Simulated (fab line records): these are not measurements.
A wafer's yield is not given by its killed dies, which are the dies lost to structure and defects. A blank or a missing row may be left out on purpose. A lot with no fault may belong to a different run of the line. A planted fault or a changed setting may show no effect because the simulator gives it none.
Which tool did it? -- flow gf180mcu -- 12 lots, 36 wafers sampled, at 5 steps of a route of 602

== WHAT THE GAUGES READ, wafer by wafer ==
GF_HV_LDD_CD_MEAS_46: the cd target is 400 nm. Usual: cd-nm at 399.6 nm, with a standard deviation of 2.3.
lot,measured,on,cd-nm (nm),flag
L448,day 13 09:14,cd-sem-01,396.8 396.0 397.7,
L449,day 13 10:00,cd-sem-01,403.4 399.8 400.6,
L450,day 13 17:07,cd-sem-02,- - -,OFF
L458,day 16 09:14,cd-sem-02,400.0 401.1 399.4,
L459,day 16 17:07,cd-sem-01,398.6 400.4 400.7,
L460,day 17 03:30,cd-sem-01,398.5 399.5 398.9,
L461,day 17 09:58,cd-sem-02,398.4 398.4 397.6,
L464,day 18 07:22,cd-sem-02,404.4 400.7 403.1,
L465,day 18 16:30,cd-sem-01,401.7 401.2 400.5,
L467,day 19 13:20,cd-sem-01,401.7 402.4 402.0,
L468,day 19 16:10,cd-sem-01,398.1 395.4 397.6,
L469,day 19 20:48,cd-sem-01,399.6 398.9 398.9,

GF_HV_LDD_TW_MEAS_50. Usual: HV_LDD_4_TW 566, standard deviation 3.8.
lot,measured,on,HV_LDD_4_TW,flag
L448,day 13 09:38,film-metro-04,572 571 570,
L449,day 13 10:23,film-metro-01,565 563 564,
L450,day 13 17:30,film-metro-04,30 30 30,OFF
L458,day 16 09:37,film-metro-01,565 563 564,
L459,day 16 17:31,film-metro-02,565 566 565,
L460,day 17 03:54,film-metro-01,562 561 561,
L461,day 17 10:22,film-metro-02,563 566 567,
L464,day 18 07:46,film-metro-04,570 575 568,
L465,day 18 16:53,film-metro-02,564 564 565,
L467,day 19 13:43,film-metro-04,574 576 571,
L468,day 19 16:37,film-metro-04,573 570 571,
L469,day 19 21:11,film-metro-01,563 564 562,

GF_PSD_OVL_MEAS_08. Usual: PSD_OVL 0.6 nm, standard deviation 1.3.
lot,measured,on,PSD_OVL (nm),flag
L448,day 15 06:46,overlay-01,-2.2 -2.8 -1.0,
L449,day 15 07:05,overlay-02,0.6 1.3 0.1,
L458,day 18 11:49,overlay-02,2.0 0.2 -0.4,
L459,day 18 21:54,overlay-01,2.3 1.1 3.0,
L460,day 19 05:22,overlay-01,1.7 0.8 0.6,
L461,day 19 13:42,overlay-01,-0.8 -0.5 0.3,
L464,day 20 11:58,overlay-01,-1.4 -1.9 -1.4,
L465,day 20 19:44,overlay-01,-0.3 0.4 1.0,
L467,day 21 16:56,overlay-01,3.9 1.9 3.5,
L468,day 21 18:47,overlay-02,0.5 1.6 1.3,
L469,day 21 23:41,overlay-02,0.5 -0.5 0.1,

== TOOL THAT RAN EACH LOT (tool first, then ch and the chambers of the sampled wafers, then the start) ==
lot,GF_HV_LDD_EXPOSE_43,GF_HV_LDD_ETCHBACK_58
L448,"iline-stepper-01 ch 0, day 12 23:14","rie-diel-02 ch 0,1,2, day 13 12:31"
L449,"iline-stepper-01 ch 0, day 13 00:09","rie-diel-01 ch 1,2, day 13 13:14"
L450,"iline-stepper-02 ch 0, day 13 07:17","rie-diel-02 ch 0,3, day 13 20:22"
L458,"iline-stepper-01 ch 0, day 15 22:45","rie-diel-03 ch 0,2,3, day 16 12:28"
L459,"iline-stepper-02 ch 0, day 16 05:44","rie-diel-01 ch 0,1,2, day 16 21:41"
L460,"iline-stepper-01 ch 0, day 16 16:19","rie-diel-01 ch 0,1, day 17 06:46"
L461,"iline-stepper-01 ch 0, day 16 22:29","rie-diel-03 ch 0,3, day 17 13:14"
L464,"iline-stepper-02 ch 0, day 17 20:02","rie-diel-03 ch 0,1,2, day 18 10:39"
L465,"iline-stepper-02 ch 0, day 18 05:25","rie-diel-01 ch 0,1,2, day 18 19:52"
L467,"iline-stepper-01 ch 0, day 19 01:29","rie-diel-02 ch 0,2,3, day 19 16:38"
L468,"iline-stepper-01 ch 0, day 19 04:35","rie-diel-03 ch 0,1,2, day 19 19:29"
L469,"iline-stepper-02 ch 0, day 19 09:00","rie-diel-01 ch 0,3, day 20 00:06"
- GF_HV_LDD_EXPOSE_43: exposes mask Pplus HV AREA, target cd 400 nm.
- GF_HV_LDD_ETCHBACK_58: etches Si3N4 in CH3F/O2, stops on SiO2, time 100 s, target depth 90 nm.

== WHAT THE TOOLS THEMSELVES READ (means of the sampled wafers that have a number; where no wafer has one, the mark that the record gives instead) ==
GF_HV_LDD_EXPOSE_43. Usual: focus-offset-nm at -0.1 nm, with a standard deviation of 0.47.
lot,tool,focus-offset-nm (nm),flag
L448,iline-stepper-01,0.2,
L449,iline-stepper-01,-0.1,
L450,iline-stepper-02,0.0,
L458,iline-stepper-01,-0.3,
L459,iline-stepper-02,0.2,
L460,iline-stepper-01,-0.5,
L461,iline-stepper-01,-0.3,
L464,iline-stepper-02,-0.2,
L465,iline-stepper-02,0.1,
L467,iline-stepper-01,0.0,
L468,iline-stepper-01,-0.6,
L469,iline-stepper-02,-0.2,

GF_HV_LDD_ETCHBACK_58. Usual: drypump-motor-current-A 5.6 A, standard deviation 0.48; oes-product-au 0.842 a.u., standard deviation 0.0055; throttle-valve-pct 10.562 %, standard deviation 0.0087.
lot,tool,drypump-motor-current-A (A),oes-product-au (a.u.),throttle-valve-pct (%),flag
L448,rie-diel-02,5.8,0.844,10.569,
L449,rie-diel-01,5.3,0.848,10.555,
L450,rie-diel-02,6.1,0.844,10.571,
L458,rie-diel-03,5.4,0.840,10.560,
L459,rie-diel-01,5.7,0.847,10.551,
L460,rie-diel-01,6.0,0.840,10.561,
L461,rie-diel-03,5.5,0.839,10.560,
L464,rie-diel-03,5.7,0.837,10.558,
L465,rie-diel-01,5.7,0.847,10.559,
L467,rie-diel-02,5.9,0.849,10.566,
L468,rie-diel-03,5.7,0.834,10.555,
L469,rie-diel-01,5.9,0.846,10.557,

== THE ANSWER, worked out from the rows above alone ==
Rule: lot off if the mean of its wafers having a number is beyond 3 standard deviations from the usual mean. A lot without any number at a reading at which 4 lots or more have one is off too. Where the step has rows for the other lots, those lots are counted as sound. After the gauges, taken in route order, come the tools' own readings; for these a lot's mean is taken, as printed above. At the first step where some lot is off, the reading lying furthest off is the one used; lots without a number count as furthest.
Off at GF_HV_LDD_CD_MEAS_46 (cd-nm): L450. Without a number there: L450.
If a tool, at a process step before that reading, ran all the lots that are off and no sound lot after the first of them, it fits. Not tried: the gauges at GF_HV_LDD_CD_MEAS_46; whatever is off there is also off at GF_HV_LDD_TW_MEAS_50, on other tools, and gauge error can't account for it. No candidate that was tried fits.

== WHAT THE SIMULATOR PUT IN ==
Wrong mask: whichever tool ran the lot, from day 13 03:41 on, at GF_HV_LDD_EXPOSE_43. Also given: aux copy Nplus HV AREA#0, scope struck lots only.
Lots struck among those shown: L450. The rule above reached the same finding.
